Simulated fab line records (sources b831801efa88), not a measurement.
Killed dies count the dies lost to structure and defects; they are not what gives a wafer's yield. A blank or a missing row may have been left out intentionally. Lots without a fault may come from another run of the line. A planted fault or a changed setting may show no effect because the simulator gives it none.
Which tool is to blame?	flow sky130	Sampling: 14 lots, 42 wafers, 2 of 708 route steps

WHAT EACH GAUGE READ, for each wafer
SKY_METAL1_THK_MEAS_06: measures by xrf. Usual: METAL1_ALCU_THK 250 nm, standard deviation 3.2.
lot	measured	on	METAL1_ALCU_THK (nm)	flag
L594	day 31 11:32	film_metro-04	254 254 253	
L596	day 32 10:31	film_metro-04	250 249 245	
L595	day 32 13:28	film_metro-01	249 253 251	
L598	day 32 18:41	film_metro-02	247 246 248	
L600	day 33 20:31	film_metro-01	246 242 248	
L601	day 34 03:16	film_metro-02	249 245 247	
L602	day 34 08:37	film_metro-04	250 249 254	
L604	day 35 03:02	film_metro-01	251 250 249	
L609	day 36 12:40	film_metro-04	250 248 250	
L610	day 36 22:41	film_metro-02	250 250 247	
L612	day 37 07:39	film_metro-04	246 250 247	
L611	day 37 12:53	film_metro-01	252 250 250	
L613	day 38 04:02	film_metro-02	248 247 246	
L615	day 38 05:03	film_metro-01	244 243 245	

WHICH TOOL RAN EACH LOT (tool, then ch and the chambers of the sampled wafers, then the start)
lot	SKY_METAL1_SPUTTER_00
L594	pvd_sputter-01, day 31 11:16
L596	pvd_sputter-03, day 32 10:16
L595	pvd_sputter-03, day 32 13:13
L598	pvd_sputter-04, day 32 18:26
L600	pvd_sputter-04, day 33 20:16
L601	pvd_sputter-03, day 34 03:00
L602	pvd_sputter-03, day 34 08:20
L604	pvd_sputter-01, day 35 02:47
L609	pvd_sputter-04, day 36 12:25
L610	pvd_sputter-03, day 36 22:25
L612	pvd_sputter-01, day 37 07:23
L611	pvd_sputter-01, day 37 12:37
L613	pvd_sputter-01, day 38 03:46
L615	pvd_sputter-04, day 38 04:47
- SKY_METAL1_SPUTTER_00: material Ti, target thk 15 nm, time 10 s.

AS READ BY THE TOOLS THEMSELVES (means over the sampled wafers that have a number; for cases with no such wafer, the mark the record gives instead)
SKY_METAL1_SPUTTER_00. Usual: throttle_valve_pct reads 30.0 % (standard deviation 0.83).
lot	tool	throttle_valve_pct (%)	flag
L594	pvd_sputter-01	29.8	
L596	pvd_sputter-03	29.9	
L595	pvd_sputter-03	29.6	
L598	pvd_sputter-04	30.6	
L600	pvd_sputter-04	29.9	
L601	pvd_sputter-03	29.5	
L602	pvd_sputter-03	29.8	
L604	pvd_sputter-01	29.4	
L609	pvd_sputter-04	30.6	
L610	pvd_sputter-03	29.6	
L612	pvd_sputter-01	30.2	
L611	pvd_sputter-01	30.4	
L613	pvd_sputter-01	30.4	
L615	pvd_sputter-04	30.9	

THE ANSWER, worked out from the rows above alone
Rule: a lot is off if the mean of its wafers that have a number lies more than 3 standard deviations from the usual mean. A lot without any number at a reading at which 4 lots or more have one is off too. The other lots that the step has rows for count as sound. After the gauges, taken in route order, come the tools' own readings; for these a lot's mean is taken, as printed above. At the first step where some lot is off, the reading lying furthest off is the one used; lots without a number count as furthest.
No lot is off on any of the readings shown, so nothing can be concluded from this.

WHAT THE SIMULATOR HAD PUT IN
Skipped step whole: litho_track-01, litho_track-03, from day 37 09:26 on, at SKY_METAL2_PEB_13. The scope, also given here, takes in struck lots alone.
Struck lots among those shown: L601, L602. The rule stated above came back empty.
